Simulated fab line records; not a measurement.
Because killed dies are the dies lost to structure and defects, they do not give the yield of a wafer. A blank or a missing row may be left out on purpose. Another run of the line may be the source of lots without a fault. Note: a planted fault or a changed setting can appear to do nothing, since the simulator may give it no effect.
Chamber matching | flow gf180mcu | 3 sister chambers for GF_MIM_CVD_05 on pecvd-03
The step deposits Si3N4, target thk 42 nm, time 29.086 s. 6 wafers are shown with their chamber, then 11 later ones without.

== WAFERS WITH THEIR CHAMBER ==
wafer  | chamber | heater power outer w (W) | heater power w (W)
L081.2 | 0       | 429                      | 712
L086.6 | 0       | 400                      | 653
L090.4 | 2       | 359                      | 597
L091.4 | 1       | 339                      | 615
L091.6 | 2       | 334                      | 573
L095.1 | 1       | 370                      | 687

== WAFERS WITH NO CHAMBER GIVEN ==
wafer  | heater power outer w (W) | heater power w (W)
L095.4 | 370                      | 677
L095.6 | 352                      | 604
L094.1 | 404                      | 659
L094.4 | 349                      | 647
L094.5 | 380                      | 643
L096.3 | 426                      | 688
L096.4 | 285                      | 570
L096.6 | 427                      | 685
L097.2 | 344                      | 624
L097.5 | 347                      | 620
L097.6 | 408                      | 688

== WHICH CHAMBER EACH ONE RAN IN ==
wafer  | from the rows above          | in truth
L095.4 | can't be placed: 1 or 0 or 2 | 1
L095.6 | can't be placed: 2 or 1      | 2
L094.1 | can't be placed: 0 or 1      | 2
L094.4 | can't be placed: 1 or 2      | 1
L094.5 | can't be placed: 1 or 0 or 2 | 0
L096.3 | 0                            | 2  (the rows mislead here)
L096.4 | can't be placed: 2 or 1      | 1
L096.6 | 0                            | 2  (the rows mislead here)
L097.2 | can't be placed: 1 or 2      | 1
L097.5 | can't be placed: 1 or 2      | 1
L097.6 | 0                            | 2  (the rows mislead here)
Correct placement for 0 of the 11. Unplaceable from these rows: 8, with the true chamber sitting among the candidates in 7. Number placed wrongly: 3.
How it was worked out, from the rows above alone: a wafer's distance from a chamber is the root of the sum, over the readings, of the square of ((its reading less the chamber's mean) divided by the reading's scatter). The wafer belongs to the nearest chamber; if the next one is less than 2 further off, it can't be placed. Each chamber's mean is taken over the wafers shown for it. The scatter is the square root of a quotient: the sum, over the shown wafers, of each reading's squared deviation from its chamber's mean, divided by wafers minus chambers.
